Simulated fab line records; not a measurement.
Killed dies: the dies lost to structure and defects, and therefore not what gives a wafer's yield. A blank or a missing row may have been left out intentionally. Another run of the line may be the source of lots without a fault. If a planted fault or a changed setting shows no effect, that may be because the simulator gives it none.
Which of the tools did it? -- flow gf180mcu -- 14 lots with 41 wafers sampled at 5 steps, on a route of 602 steps

== WHAT THE GAUGES READ, wafer by wafer ==
GF_STI_THK_MEAS_02. Usual: STI_OXIDATION_THK 9.90 nm, standard deviation 0.29.
lot,measured,on,STI_OXIDATION_THK (nm),flag
L475,day 1 11:32,film-metro-01,10.07 9.88 9.98,
L476,day 1 16:31,film-metro-02,10.11 10.05 10.10,
L478,day 2 03:51,film-metro-01,9.96 10.03 9.93,
L479,day 2 07:31,film-metro-02,9.86 9.90 9.91,
L480,day 2 12:31,film-metro-01,10.31 10.36 10.53,
L481,day 2 17:31,film-metro-04,9.46 9.62 9.52,
L482,day 2 22:31,film-metro-01,9.81 9.78 9.77,
L483,day 3 03:31,film-metro-04,10.14 9.89 10.11,
L484,day 3 08:31,film-metro-04,9.63 9.93 9.85,
L485,day 3 13:31,film-metro-04,9.86 9.85 9.84,
L486,day 3 18:32,film-metro-02,10.44 10.42 10.15,
L489,day 4 09:31,film-metro-04,10.10 9.94,
L496,day 5 21:38,film-metro-02,10.26 10.24 10.25,
L497,day 6 01:31,film-metro-01,9.52 9.43 9.54,

GF_VT_IMPLANT_OVL_MEAS_29. Usual: VT_IMPLANT_02_OVL -0.1 nm, standard deviation 1.4.
lot,measured,on,VT_IMPLANT_02_OVL (nm),flag
L475,day 6 20:10,overlay-01,-2.1 -0.6 -1.2,
L476,day 6 23:00,overlay-02,-1.0 0.5 -0.2,
L478,day 7 17:11,overlay-02,-0.6 0.9 0.7,
L479,day 7 19:17,overlay-02,-0.3 -0.2 0.2,
L480,day 8 02:02,overlay-02,-4.0 -2.3 -0.7,
L481,day 8 11:05,overlay-02,-0.3 -0.9 0.9,
L482,day 8 15:29,overlay-01,0.8 -1.0 2.0,
L483,day 8 22:02,overlay-02,-0.1 2.1 2.1,
L484,day 9 04:53,overlay-01,1.3 2.3 1.3,
L485,day 9 09:31,overlay-02,0.8 2.4 0.3,
L486,day 9 14:10,overlay-01,0.0 0.5 0.3,
L489,day 10 13:03,overlay-01,-2.4 -1.4,
L496,day 12 16:42,overlay-01,2.4 4.0 1.8,
L497,day 12 22:36,overlay-01,-0.4 -2.4 1.0,

== WHICH TOOL RAN EACH LOT (tool, then ch and the chambers of the sampled wafers, then the start) ==
lot,GF_STI_ETCH_13,GF_STI_STRIP_15,GF_MVSD_STRIP_10
L475,"rie-diel-01 ch 0,1,3, day 2 00:58","plasma-asher-03 ch 0,1, day 2 01:09","plasma-asher-04 ch 0,1, day 4 10:46"
L476,"rie-diel-02 ch 0,2, day 2 06:07","plasma-asher-02 ch 0,1, day 2 06:16","plasma-asher-04 ch 0,1, day 4 15:05"
L478,"rie-diel-04 ch 0,1,3, day 2 18:27","plasma-asher-02 ch 0,1, day 2 18:36","plasma-asher-04 ch 0,1, day 5 06:02"
L479,"rie-diel-01 ch 0,1, day 2 21:37","plasma-asher-02 ch 0,1, day 2 21:46","plasma-asher-03 ch 0,1, day 5 08:23"
L480,"rie-diel-02 ch 1,2,3, day 3 02:45","plasma-asher-04 ch 0,1, day 3 02:54","plasma-asher-04 ch 0,1, day 5 13:53"
L481,"rie-diel-02 ch 0,1,2, day 3 08:48","plasma-asher-02 ch 0,1, day 3 08:57","plasma-asher-04 ch 0,1, day 5 20:43"
L482,"rie-diel-04 ch 1,3, day 3 13:43","plasma-asher-02 ch 0,1, day 3 13:52","plasma-asher-04 ch 0,1, day 6 00:46"
L483,"rie-diel-01 ch 0,1,2, day 3 18:31","plasma-asher-02 ch 0,1, day 3 18:40","plasma-asher-04 ch 0,1, day 6 07:32"
L484,"rie-diel-01 ch 0,2,3, day 3 23:01","plasma-asher-04 ch 0,1, day 3 23:10","plasma-asher-04 ch 0,1, day 6 13:25"
L485,"rie-diel-04 ch 1,2, day 4 04:13","plasma-asher-03 ch 0,1, day 4 04:22","plasma-asher-03 ch 0,1, day 6 17:39"
L486,"rie-diel-01 ch 0,1,3, day 4 09:25","plasma-asher-03 ch 0,1, day 4 09:37","plasma-asher-04 ch 0,1, day 6 21:48"
L489,"rie-diel-01 ch 0,2, day 5 01:30","plasma-asher-04 ch 1, day 5 01:39","plasma-asher-03 ch 1, day 7 17:23"
L496,"rie-diel-02 ch 1,2,3, day 6 14:13","plasma-asher-03 ch 0,1, day 6 14:24","plasma-asher-03 ch 0,1, day 9 13:48"
L497,"rie-diel-02 ch 1,2,3, day 6 17:51","plasma-asher-03 ch 0,1, day 6 18:00","plasma-asher-04 ch 0, day 9 18:31"
- GF_STI_ETCH_13: etches the open film in CHF3/O2, stops on Si, target depth 282.31 nm, time 112.9 s.
- GF_STI_STRIP_15: strips in O2/N2.
- GF_MVSD_STRIP_10: strips in O2/N2.

== WHAT THE TOOLS THEMSELVES READ (means of the sampled wafers that have a number; where no wafer has one, the mark that the record gives instead) ==
GF_STI_ETCH_13. Usual: drypump-motor-current-A 5.6 A, standard deviation 0.37; oes-product-au 0.832 a.u., standard deviation 0.0067; run-length-s 141.5 s, standard deviation 0.44; throttle-valve-pct 8.809 %, standard deviation 0.0092.
lot,tool,drypump-motor-current-A (A),oes-product-au (a.u.),run-length-s (s),throttle-valve-pct (%),flag
L475,rie-diel-01,5.6,0.824,141.2,8.804,
L476,rie-diel-02,5.8,0.833,141.6,8.814,
L478,rie-diel-04,5.5,0.841,141.5,8.803,
L479,rie-diel-01,5.7,0.824,141.0,8.816,
L480,rie-diel-02,5.5,0.834,141.6,8.810,
L481,rie-diel-02,5.5,0.837,141.6,8.810,
L482,rie-diel-04,5.6,0.832,141.7,8.816,
L483,rie-diel-01,5.7,0.832,141.2,8.805,
L484,rie-diel-01,5.7,0.831,141.3,8.807,
L485,rie-diel-04,5.5,0.837,141.1,8.806,
L486,rie-diel-01,5.6,0.820,145.2,8.800,OFF
L489,rie-diel-01,5.8,0.794,153.1,8.800,OFF
L496,rie-diel-02,5.5,0.841,141.4,8.808,
L497,rie-diel-02,5.6,0.826,141.8,8.801,

GF_STI_STRIP_15. Usual: drypump-motor-current-A 5.7 A, standard deviation 0.63; heater-power-w 324 W, standard deviation 21; oes-product-au 0.384 a.u., standard deviation 0.0048; strip-time-to-endpoint-s 3.73 s, standard deviation 0.04.
lot,tool,drypump-motor-current-A (A),heater-power-w (W),oes-product-au (a.u.),strip-time-to-endpoint-s (s),flag
L475,plasma-asher-03,6.5,328,0.381,3.71,
L476,plasma-asher-02,5.1,340,0.385,3.73,
L478,plasma-asher-02,5.2,337,0.382,3.69,
L479,plasma-asher-02,5.2,334,0.383,3.69,
L480,plasma-asher-04,5.6,291,0.383,3.72,
L481,plasma-asher-02,5.1,330,0.383,3.72,
L482,plasma-asher-02,5.2,333,0.383,3.68,
L483,plasma-asher-02,5.2,329,0.388,3.77,
L484,plasma-asher-04,5.3,307,0.380,3.78,
L485,plasma-asher-03,6.5,332,0.382,3.72,
L486,plasma-asher-03,6.3,332,0.381,3.58,OFF
L489,plasma-asher-04,5.1,316,0.378,3.50,OFF
L496,plasma-asher-03,6.5,333,0.385,3.73,
L497,plasma-asher-03,6.4,330,0.385,3.73,

GF_MVSD_STRIP_10. Usual: drypump-motor-current-A 5.7 A, standard deviation 0.57; heater-power-w 310 W, standard deviation 24; oes-product-au 0.723 a.u., standard deviation 0.0043; strip-time-to-endpoint-s 36.93 s, standard deviation 0.094.
lot,tool,drypump-motor-current-A (A),heater-power-w (W),oes-product-au (a.u.),strip-time-to-endpoint-s (s),flag
L475,plasma-asher-04,5.6,291,0.721,36.83,
L476,plasma-asher-04,5.4,305,0.722,36.88,
L478,plasma-asher-04,5.4,307,0.722,36.88,
L479,plasma-asher-03,6.5,332,0.725,37.00,
L480,plasma-asher-04,5.6,288,0.720,37.02,
L481,plasma-asher-04,5.4,303,0.724,36.92,
L482,plasma-asher-04,5.6,291,0.724,36.96,
L483,plasma-asher-04,5.6,292,0.717,36.88,
L484,plasma-asher-04,5.4,307,0.724,36.90,
L485,plasma-asher-03,6.3,332,0.727,36.98,
L486,plasma-asher-04,5.4,307,0.722,36.77,
L489,plasma-asher-03,6.7,334,0.716,36.91,
L496,plasma-asher-03,6.5,328,0.721,36.96,
L497,plasma-asher-04,5.9,273,0.719,36.86,

== THE ANSWER, worked out from the rows above alone ==
Rule: a lot is off if the mean of its wafers that have a number lies more than 3 standard deviations from the usual mean. A lot without any number at a reading at which 4 lots or more have one is off too. All remaining lots with rows at the step are treated as sound. First the gauges in route order, then the tools' own readings, where a lot's mean is used as printed above. At the first step where some lot is off, the reading lying furthest off is the one used; lots without a number count as furthest.
Off: L486, L489 (GF_STI_ETCH_13, run-length-s).
If a tool, at that step or one of the process steps before it, ran each lot that is off and ran no sound lot following the first of them, it fits. One fits: GF_STI_ETCH_13 on rie-diel-01. Its last sound lot is L484 (day 3 23:01), its first lot that is off L486 (day 4 09:25): a fault that began between those two fits.
The tool's own readings at GF_STI_ETCH_13 bear it out: on the lots that are off they differ by more than 5 times the standard deviation of the sound lots' means. run-length-s reads 149.1 s there against 141.4 s on the sound lots.

== WHAT THE SIMULATOR PUT IN ==
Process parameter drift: rie-diel-01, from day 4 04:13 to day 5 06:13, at GF_STI_ETCH_13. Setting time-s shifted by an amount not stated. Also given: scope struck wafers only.
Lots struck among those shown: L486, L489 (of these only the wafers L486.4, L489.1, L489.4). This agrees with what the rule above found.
